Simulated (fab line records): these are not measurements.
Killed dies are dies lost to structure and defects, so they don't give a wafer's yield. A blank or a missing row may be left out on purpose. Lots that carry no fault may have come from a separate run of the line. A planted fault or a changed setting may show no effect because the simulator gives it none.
Which tool is to blame? :: flow gf180mcu :: 24 lots with 72 wafers sampled at 5 steps, on a route of 602 steps

== WHAT THE GAUGES SHOWED, per wafer ==
GF_V3_OVL_MEAS_15.
lot: L074
measured: day 22 13:52
on: overlay-01
V3_OVL (nm): -3 0 -6

lot: L075
measured: day 23 00:55
on: overlay-01
V3_OVL (nm): -6 -2 5

lot: L076
measured: day 23 04:34
on: overlay-01
V3_OVL (nm): 3 6 7

lot: L077
measured: day 23 18:54
on: overlay-01
V3_OVL (nm): -3 -9 6

lot: L078
measured: day 24 02:12
on: overlay-01
V3_OVL (nm): 0 0 1

lot: L079
measured: day 24 02:14
on: overlay-01
V3_OVL (nm): 5 12 2

lot: L080
measured: day 24 14:31
on: overlay-01
V3_OVL (nm): -2 11 3

lot: L081
measured: day 24 19:00
on: overlay-01
V3_OVL (nm): -7 0 -8

lot: L082
measured: day 25 08:19
on: overlay-02
V3_OVL (nm): 13 5 10

lot: L083
measured: day 25 12:15
on: overlay-02
V3_OVL (nm): 7 -2 6

lot: L084
measured: day 25 18:49
on: overlay-02
V3_OVL (nm): 2 -4 7

lot: L085
measured: day 26 04:48
on: overlay-02
V3_OVL (nm): -3 -6 -9

lot: L086
measured: day 26 15:02
on: overlay-02
V3_OVL (nm): -2 -2 4

lot: L087
measured: day 26 20:52
on: overlay-01
V3_OVL (nm): 4 -2 -4

lot: L088
measured: day 27 02:19
on: overlay-02
V3_OVL (nm): -13 -5 4

lot: L089
measured: day 27 06:43
on: overlay-01
V3_OVL (nm): -7 1 -4

lot: L090
measured: day 27 17:52
on: overlay-01
V3_OVL (nm): -6 -3 -8

lot: L091
measured: day 27 22:55
on: overlay-01
V3_OVL (nm): -4 -2 -6

lot: L092
measured: day 28 09:13
on: overlay-02
V3_OVL (nm): -6 -7 -4

lot: L093
measured: day 28 14:26
on: overlay-01
V3_OVL (nm): 8 5 11

lot: L094
measured: day 28 21:02
on: overlay-02
V3_OVL (nm): -1 -3 3

lot: L095
measured: day 29 01:38
on: overlay-02
V3_OVL (nm): -2 8 -5

lot: L096
measured: day 29 11:25
on: overlay-02
V3_OVL (nm): -5 -8 -6

lot: L097
measured: day 29 20:50
on: overlay-02
V3_OVL (nm): -7 1 -3

GF_V4_THK_MEAS_03.
lot: L074
measured: day 23 16:05
on: film metro-01
V4_CVD_02_THK (nm): 850 855 861

lot: L075
measured: day 24 01:41
on: film metro-04
V4_CVD_02_THK (nm): 841 864 861

lot: L076
measured: day 24 06:06
on: film metro-01
V4_CVD_02_THK (nm): 857 860 870

lot: L077
measured: day 24 19:44
on: film metro-01
V4_CVD_02_THK (nm): 856 837 859

lot: L078
measured: day 25 03:23
on: film metro-03
V4_CVD_02_THK (nm): 827 856 855

lot: L079
measured: day 25 03:38
on: film metro-03
V4_CVD_02_THK (nm): 863 852 876

lot: L080
measured: day 25 14:34
on: film metro-03
V4_CVD_02_THK (nm): 859 879 867

lot: L081
measured: day 25 19:22
on: film metro-01
V4_CVD_02_THK (nm): 845 859 867

lot: L082
measured: day 26 08:20
on: film metro-04
V4_CVD_02_THK (nm): 852 874 870

lot: L083
measured: day 26 12:04
on: film metro-01
V4_CVD_02_THK (nm): 843 845 856

lot: L084
measured: day 26 18:46
on: film metro-04
V4_CVD_02_THK (nm): 856 877 867

lot: L085
measured: day 27 04:18
on: film metro-04
V4_CVD_02_THK (nm): 851 863 866

lot: L086
measured: day 27 13:54
on: film metro-04
V4_CVD_02_THK (nm): 863 864 852

lot: L087
measured: day 27 19:14
on: film metro-04
V4_CVD_02_THK (nm): 837 840 843

lot: L088
measured: day 28 00:43
on: film metro-01
V4_CVD_02_THK (nm): 870 866 867

lot: L089
measured: day 28 05:04
on: film metro-03
V4_CVD_02_THK (nm): 855 860 864

lot: L090
measured: day 28 16:16
on: film metro-04
V4_CVD_02_THK (nm): 854 876 855

lot: L091
measured: day 28 20:56
on: film metro-04
V4_CVD_02_THK (nm): 859 865 865

lot: L092
measured: day 29 07:02
on: film metro-04
V4_CVD_02_THK (nm): 849 843 860

lot: L093
measured: day 29 12:06
on: film metro-03
V4_CVD_02_THK (nm): 857 847 853

lot: L094
measured: day 29 18:45
on: film metro-01
V4_CVD_02_THK (nm): 833 834 850

lot: L095
measured: day 29 23:04
on: film metro-04
V4_CVD_02_THK (nm): 851 857 860

lot: L096
measured: day 30 09:26
on: film metro-01
V4_CVD_02_THK (nm): 826 844 848

lot: L097
measured: day 30 17:27
on: film metro-03
V4_CVD_02_THK (nm): 832 841 842

GF_V4_THK_MEAS_25: measures by xrf.
lot: L074
measured: day 24 15:56
on: film metro-03
V4_W_THK (nm): 347 347 352

lot: L075
measured: day 25 01:37
on: film metro-04
V4_W_THK (nm): 361 355 357

lot: L076
measured: day 25 06:01
on: film metro-01
V4_W_THK (nm): 360 359 358

lot: L077
measured: day 25 19:00
on: film metro-03
V4_W_THK (nm): 355 351 356

lot: L078
measured: day 26 02:45
on: film metro-03
V4_W_THK (nm): 348 350 351

lot: L079
measured: day 26 02:44
on: film metro-01
V4_W_THK (nm): 359 362 355

lot: L080
measured: day 26 13:18
on: film metro-03
V4_W_THK (nm): 342 347 346

lot: L081
measured: day 26 17:36
on: film metro-04
V4_W_THK (nm): 362 358 357

lot: L082
measured: day 27 06:53
on: film metro-01
V4_W_THK (nm): 344 351 352

lot: L083
measured: day 27 09:52
on: film metro-01
V4_W_THK (nm): 355 351 355

lot: L084
measured: day 27 17:22
on: film metro-04
V4_W_THK (nm): 358 354 357

lot: L085
measured: day 28 01:50
on: film metro-03
V4_W_THK (nm): 365 360 365

lot: L086
measured: day 28 11:16
on: film metro-04
V4_W_THK (nm): 362 360 365

lot: L087
measured: day 28 16:50
on: film metro-01
V4_W_THK (nm): 350 349 351

lot: L088
measured: day 28 21:45
on: film metro-04
V4_W_THK (nm): 358 356 351

lot: L089
measured: day 29 02:01
on: film metro-03
V4_W_THK (nm): 349 348 357

lot: L090
measured: day 29 13:49
on: film metro-03
V4_W_THK (nm): 349 346 345

lot: L091
measured: day 29 17:46
on: film metro-03
V4_W_THK (nm): 356 357 358

lot: L092
measured: day 30 03:26
on: film metro-01
V4_W_THK (nm): 354 351 352

lot: L093
measured: day 30 08:35
on: film metro-03
V4_W_THK (nm): 346 349 353

lot: L094
measured: day 30 15:05
on: film metro-04
V4_W_THK (nm): 354 358 356

lot: L095
measured: day 30 18:34
on: film metro-03
V4_W_THK (nm): 352 351 350

lot: L096
measured: day 31 05:45
on: film metro-04
V4_W_THK (nm): 352 350 357

lot: L097
measured: day 31 12:48
on: film metro-03
V4_W_THK (nm): 352 355 356

== WHAT TOOL EACH LOT RAN ON (gives the tool, then ch and the chambers of the sampled wafers, and finally the start) ==
lot: L074
GF_V3_SPUTTER_22: pvd sputter-02, day 22 14:39
GF_V4_ETCH_16: rie diel-01 ch 1,2, day 24 14:56

lot: L075
GF_V3_SPUTTER_22: pvd sputter-01, day 23 01:41
GF_V4_ETCH_16: rie diel-02 ch 0,3, day 25 00:37

lot: L076
GF_V3_SPUTTER_22: pvd sputter-04, day 23 05:20
GF_V4_ETCH_16: rie diel-02 ch 1,3, day 25 04:35

lot: L077
GF_V3_SPUTTER_22: pvd sputter-04, day 23 19:40
GF_V4_ETCH_16: rie diel-03 ch 0,2,3, day 25 18:00

lot: L078
GF_V3_SPUTTER_22: pvd sputter-04, day 24 02:58
GF_V4_ETCH_16: rie diel-02 ch 0,2, day 26 01:40

lot: L079
GF_V3_SPUTTER_22: pvd sputter-02, day 24 02:59
GF_V4_ETCH_16: rie diel-03 ch 0,2,3, day 26 01:44

lot: L080
GF_V3_SPUTTER_22: pvd sputter-04, day 24 15:16
GF_V4_ETCH_16: rie diel-02 ch 0,1,2, day 26 12:10

lot: L081
GF_V3_SPUTTER_22: pvd sputter-04, day 24 19:47
GF_V4_ETCH_16: rie diel-03 ch 1,2,3, day 26 16:30

lot: L082
GF_V3_SPUTTER_22: pvd sputter-02, day 25 09:28
GF_V4_ETCH_16: rie diel-01 ch 1,2,3, day 27 05:52

lot: L083
GF_V3_SPUTTER_22: pvd sputter-04, day 25 13:06
GF_V4_ETCH_16: rie diel-03 ch 0,1,3, day 27 08:52

lot: L084
GF_V3_SPUTTER_22: pvd sputter-04, day 25 19:34
GF_V4_ETCH_16: rie diel-01 ch 1,2, day 27 16:21

lot: L085
GF_V3_SPUTTER_22: pvd sputter-01, day 26 05:54
GF_V4_ETCH_16: rie diel-03 ch 1,2, day 28 00:49

lot: L086
GF_V3_SPUTTER_22: pvd sputter-01, day 26 16:12
GF_V4_ETCH_16: rie diel-03 ch 0,3, day 28 10:14

lot: L087
GF_V3_SPUTTER_22: pvd sputter-01, day 26 21:37
GF_V4_ETCH_16: rie diel-01 ch 0,1,2, day 28 15:50

lot: L088
GF_V3_SPUTTER_22: pvd sputter-02, day 27 03:07
GF_V4_ETCH_16: rie diel-02 ch 0,1,3, day 28 20:43

lot: L089
GF_V3_SPUTTER_22: pvd sputter-01, day 27 07:29
GF_V4_ETCH_16: rie diel-02 ch 0,1,2, day 29 00:59

lot: L090
GF_V3_SPUTTER_22: pvd sputter-01, day 27 18:38
GF_V4_ETCH_16: rie diel-03 ch 1,2, day 29 12:23

lot: L091
GF_V3_SPUTTER_22: pvd sputter-04, day 27 23:43
GF_V4_ETCH_16: rie diel-03 ch 0,1, day 29 16:40

lot: L092
GF_V3_SPUTTER_22: pvd sputter-04, day 28 10:01
GF_V4_ETCH_16: rie diel-02 ch 1,2,3, day 30 02:26

lot: L093
GF_V3_SPUTTER_22: pvd sputter-04, day 28 15:10
GF_V4_ETCH_16: rie diel-03 ch 0,3, day 30 07:28

lot: L094
GF_V3_SPUTTER_22: pvd sputter-02, day 28 21:49
GF_V4_ETCH_16: rie diel-03 ch 2,3, day 30 14:04

lot: L095
GF_V3_SPUTTER_22: pvd sputter-04, day 29 02:23
GF_V4_ETCH_16: rie diel-01 ch 0,1, day 30 17:26

lot: L096
GF_V3_SPUTTER_22: pvd sputter-02, day 29 12:31
GF_V4_ETCH_16: rie diel-02 ch 0,2,3, day 31 04:43

lot: L097
GF_V3_SPUTTER_22: pvd sputter-04, day 29 21:42
GF_V4_ETCH_16: rie diel-03 ch 0,1,3, day 31 11:48
- GF_V3_SPUTTER_22: material TiN, target thk 10 nm, time 40 s.
- GF_V4_ETCH_16: etches BARC in N2/H2.

== AS READ BY THE TOOLS THEMSELVES (means over the sampled wafers that have a number; for cases with no such wafer, the mark the record gives instead) ==
GF_V3_SPUTTER_22.
lot: L074
tool: pvd sputter-02
throttle valve pct (%): 30.6

lot: L075
tool: pvd sputter-01
throttle valve pct (%): 31.7

lot: L076
tool: pvd sputter-04
throttle valve pct (%): 29.2

lot: L077
tool: pvd sputter-04
throttle valve pct (%): 30.2

lot: L078
tool: pvd sputter-04
throttle valve pct (%): 31.0

lot: L079
tool: pvd sputter-02
throttle valve pct (%): 30.6

lot: L080
tool: pvd sputter-04
throttle valve pct (%): 29.1

lot: L081
tool: pvd sputter-04
throttle valve pct (%): 29.5

lot: L082
tool: pvd sputter-02
throttle valve pct (%): 30.6

lot: L083
tool: pvd sputter-04
throttle valve pct (%): 29.0

lot: L084
tool: pvd sputter-04
throttle valve pct (%): 31.0

lot: L085
tool: pvd sputter-01
throttle valve pct (%): 31.9

lot: L086
tool: pvd sputter-01
throttle valve pct (%): 30.3

lot: L087
tool: pvd sputter-01
throttle valve pct (%): 30.8

lot: L088
tool: pvd sputter-02
throttle valve pct (%): 30.6

lot: L089
tool: pvd sputter-01
throttle valve pct (%): 30.8

lot: L090
tool: pvd sputter-01
throttle valve pct (%): 30.4

lot: L091
tool: pvd sputter-04
throttle valve pct (%): 30.0

lot: L092
tool: pvd sputter-04
throttle valve pct (%): 28.4

lot: L093
tool: pvd sputter-04
throttle valve pct (%): 30.1

lot: L094
tool: pvd sputter-02
throttle valve pct (%): 30.9

lot: L095
tool: pvd sputter-04
throttle valve pct (%): 29.0

lot: L096
tool: pvd sputter-02
throttle valve pct (%): 30.2

lot: L097
tool: pvd sputter-04
throttle valve pct (%): 31.0

GF_V4_ETCH_16.
lot: L074
tool: rie diel-01
drypump motor current A (A): 5.9
h2 flow sccm (sccm): 200.0
oes product au (a.u.): 0.859
throttle valve pct (%): 13.218

lot: L075
tool: rie diel-02
drypump motor current A (A): 5.3
h2 flow sccm (sccm): 200.2
oes product au (a.u.): 0.857
throttle valve pct (%): 13.232

lot: L076
tool: rie diel-02
drypump motor current A (A): 5.1
h2 flow sccm (sccm): 199.8
oes product au (a.u.): 0.851
throttle valve pct (%): 13.219

lot: L077
tool: rie diel-03
drypump motor current A (A): 5.4
h2 flow sccm (sccm): 200.2
oes product au (a.u.): 0.857
throttle valve pct (%): 13.233

lot: L078
tool: rie diel-02
drypump motor current A (A): 5.7
h2 flow sccm (sccm): 199.9
oes product au (a.u.): 0.858
throttle valve pct (%): 13.227

lot: L079
tool: rie diel-03
drypump motor current A (A): 5.3
h2 flow sccm (sccm): 200.7
oes product au (a.u.): 0.862
throttle valve pct (%): 13.220

lot: L080
tool: rie diel-02
drypump motor current A (A): 5.7
h2 flow sccm (sccm): 199.8
oes product au (a.u.): 0.859
throttle valve pct (%): 13.227

lot: L081
tool: rie diel-03
drypump motor current A (A): 5.2
h2 flow sccm (sccm): 200.2
oes product au (a.u.): 0.856
throttle valve pct (%): 13.222

lot: L082
tool: rie diel-01
drypump motor current A (A): 5.8
h2 flow sccm (sccm): 199.8
oes product au (a.u.): 0.858
throttle valve pct (%): 13.224

lot: L083
tool: rie diel-03
drypump motor current A (A): 5.7
h2 flow sccm (sccm): 199.9
oes product au (a.u.): 0.851
throttle valve pct (%): 13.232

lot: L084
tool: rie diel-01
drypump motor current A (A): 5.9
h2 flow sccm (sccm): 199.8
oes product au (a.u.): 0.858
throttle valve pct (%): 13.225

lot: L085
tool: rie diel-03
drypump motor current A (A): 5.2
h2 flow sccm (sccm): 200.1
oes product au (a.u.): 0.853
throttle valve pct (%): 13.235

lot: L086
tool: rie diel-03
drypump motor current A (A): 5.7
h2 flow sccm (sccm): 200.2
oes product au (a.u.): 0.856
throttle valve pct (%): 13.220

lot: L087
tool: rie diel-01
drypump motor current A (A): 5.5
h2 flow sccm (sccm): 199.0
oes product au (a.u.): 0.857
throttle valve pct (%): 13.232

lot: L088
tool: rie diel-02
drypump motor current A (A): 5.4
h2 flow sccm (sccm): 200.3
oes product au (a.u.): 0.852
throttle valve pct (%): 13.218

lot: L089
tool: rie diel-02
drypump motor current A (A): 5.8
h2 flow sccm (sccm): 199.7
oes product au (a.u.): 0.854
throttle valve pct (%): 13.229

lot: L090
tool: rie diel-03
drypump motor current A (A): 4.9
h2 flow sccm (sccm): 199.8
oes product au (a.u.): 0.854
throttle valve pct (%): 13.225

lot: L091
tool: rie diel-03
drypump motor current A (A): 5.6
h2 flow sccm (sccm): 200.5
oes product au (a.u.): 0.852
throttle valve pct (%): 13.223

lot: L092
tool: rie diel-02
drypump motor current A (A): 5.4
h2 flow sccm (sccm): 200.2
oes product au (a.u.): 0.852
throttle valve pct (%): 13.221

lot: L093
tool: rie diel-03
drypump motor current A (A): 5.9
h2 flow sccm (sccm): 199.9
oes product au (a.u.): 0.847
throttle valve pct (%): 13.230

lot: L094
tool: rie diel-03
drypump motor current A (A): 5.2
h2 flow sccm (sccm): 200.9
oes product au (a.u.): 0.854
throttle valve pct (%): 13.228

lot: L095
tool: rie diel-01
drypump motor current A (A): 5.1
h2 flow sccm (sccm): 199.3
oes product au (a.u.): 0.857
throttle valve pct (%): 13.233

lot: L096
tool: rie diel-02
drypump motor current A (A): 5.4
h2 flow sccm (sccm): 199.6
oes product au (a.u.): 0.857
throttle valve pct (%): 13.225

lot: L097
tool: rie diel-03
drypump motor current A (A): 5.7
h2 flow sccm (sccm): 199.9
oes product au (a.u.): 0.852
throttle valve pct (%): 13.223

== THE ANSWER, worked out from the rows above alone ==
Rule: usual is defined by the lots themselves. The widest of any qualifying gaps counts: lots, ordered by their means at a reading, are off when they make up no more than a third of the lots, leave a main group of 4 or more, and stand apart from it by 3 or more times the standard deviation of that group's means. Not used: any main group whose means are identical at the precision the tables above print for the reading. Also off: a lot with no number at a reading for which 4 or more lots have one. All remaining lots with rows at the step are treated as sound. After the gauges, taken in route order, come the tools' own readings; for these a lot's mean is taken, as printed above. The first step at which some lot is off is used, and at that step the reading that is off furthest; a lot without a number counts as furthest.
Nothing can be told from this: no lot is off at any reading shown.

== WHAT THE SIMULATOR HAD INSERTED ==
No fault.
